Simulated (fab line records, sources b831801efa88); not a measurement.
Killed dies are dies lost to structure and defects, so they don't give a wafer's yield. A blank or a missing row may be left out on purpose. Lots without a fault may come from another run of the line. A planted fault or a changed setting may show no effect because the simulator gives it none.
A struck lot beside a sound one | flow gf180mcu | 20 steps out of a route of 602
Sound: wafers L703.1, L703.2, L703.6. Struck: wafers L717.2, L717.5, L717.6. The cause comes at the end.
At each step with rows: each side's tool, then ch and its chambers, then its first start. Under that, the readings that differ: sound wafers | struck wafers | difference of the means | sigmas: that difference in standard deviations of wafers without a fault.
alike: readings whose means differ by less than 2 such deviations, and words and numbers that are the same on both sides. not compared: withheld readings, readings that some wafer has no value for, bounds like >300 that may hide the same value, and numbers for which the record gives no deviation and whose values overlap.
The two part at a step that has a row with sigmas, a row that says differs or no value, or rows on one side only. Numbers that don't overlap but have no deviation are shown without sigmas and don't part them. A reading that every wafer of one side lacks parts them only if that side has two wafers or more.

first, 4 steps without rows for these wafers: GF_VT_IMPLANT_SOFTBAKE_14 (time 60 s); GF_VT_IMPLANT_EXPOSE_15 (exposes mask Nwell LV AREA, target cd 860 nm); GF_VT_IMPLANT_PEB_16; GF_VT_IMPLANT_DEVELOP_17 (develop time 57.85 s).
GF_VT_IMPLANT_OVL_MEAS_18:
  sound on overlay-02, day 6 11:39; struck on overlay-02, day 10 02:54
  alike: VT_IMPLANT_01_OVL
then, 1 step without rows for these wafers: GF_VT_IMPLANT_IMPLANT_19.
GF_VT_IMPLANT_STRIP_20: strips in O2/N2.
  sound on plasma_asher-04 ch 0,1, day 6 11:50; struck on plasma_asher-01 ch 0,1, day 10 03:05
  reading            | sound       | struck      | difference | sigmas
  heater_power_w (W) | 360 444 441 | 304 306 354 | -94        | -2
  alike: chamber_pressure_mTorr, drypump_motor_current_A, oes_product_au, strip_time_to_endpoint_s
  not compared: rf_hours_counter_h
GF_VT_IMPLANT_TW_MEAS_21:
  sound on film_metro-04, day 6 11:56; struck on film_metro-03, day 10 03:11
  alike: VT_IMPLANT_2_TW
then, 4 steps without rows for these wafers: GF_VT_IMPLANT_DEHYDRATE_22 (time 60 s); GF_VT_IMPLANT_HMDS_23 (prime time 60 s); GF_VT_IMPLANT_COAT_24 (resist thk 1000 nm); GF_VT_IMPLANT_SOFTBAKE_25 (time 60 s).
GF_VT_IMPLANT_EXPOSE_26: exposes mask LVPWELL HV AREA, target cd 860 nm.
  sound on iline_stepper-02 ch 0, day 6 18:42; struck on iline_stepper-02 ch 0, day 10 12:09
  reading | sound                                                 | struck                                                | difference | sigmas
  mask    | LVPWELL_HV_AREA#0 LVPWELL_HV_AREA#0 LVPWELL_HV_AREA#0 | LVPWELL_LV_AREA#0 LVPWELL_LV_AREA#0 LVPWELL_LV_AREA#0 | differs    |
then, 2 steps without rows for these wafers: GF_VT_IMPLANT_PEB_27; GF_VT_IMPLANT_DEVELOP_28 (develop time 60 s).
GF_VT_IMPLANT_OVL_MEAS_29:
  sound on overlay-02, day 7 02:33; struck on overlay-01, day 10 21:16
  reading                | sound          | struck | difference                    | sigmas
  VT_IMPLANT_02_OVL (nm) | -0.9 -0.8 -0.8 | - - -  | no value on the struck wafers |
then, 1 step without rows for these wafers: GF_VT_IMPLANT_IMPLANT_30.
GF_VT_IMPLANT_STRIP_31: strips in O2/N2.
  sound on plasma_asher-01 ch 0,1, day 7 02:44; struck on plasma_asher-04 ch 0,1, day 10 21:26
  reading            | sound       | struck      | difference | sigmas
  heater_power_w (W) | 349 302 315 | 439 369 434 | +92        | +3
  alike: chamber_pressure_mTorr, drypump_motor_current_A, oes_product_au, strip_time_to_endpoint_s
  not compared: rf_hours_counter_h
GF_VT_IMPLANT_TW_MEAS_32:
  sound on film_metro-03, day 7 02:50; struck on film_metro-04, day 10 21:47
  reading         | sound             | struck         | difference | sigmas
  VT_IMPLANT_3_TW | 267.0 266.9 265.2 | 29.8 29.9 29.9 | -236.5     | -99 or more
  not compared: hold
GF_PASSIVATION_PROBE_99:
  the record has rows for the sound wafers here (prober-01, day 29 04:11) and none for the struck ones

WHERE THEY PART
First at GF_VT_IMPLANT_STRIP_20; last, within this record, at GF_PASSIVATION_PROBE_99.

WHY: what the simulator had put in
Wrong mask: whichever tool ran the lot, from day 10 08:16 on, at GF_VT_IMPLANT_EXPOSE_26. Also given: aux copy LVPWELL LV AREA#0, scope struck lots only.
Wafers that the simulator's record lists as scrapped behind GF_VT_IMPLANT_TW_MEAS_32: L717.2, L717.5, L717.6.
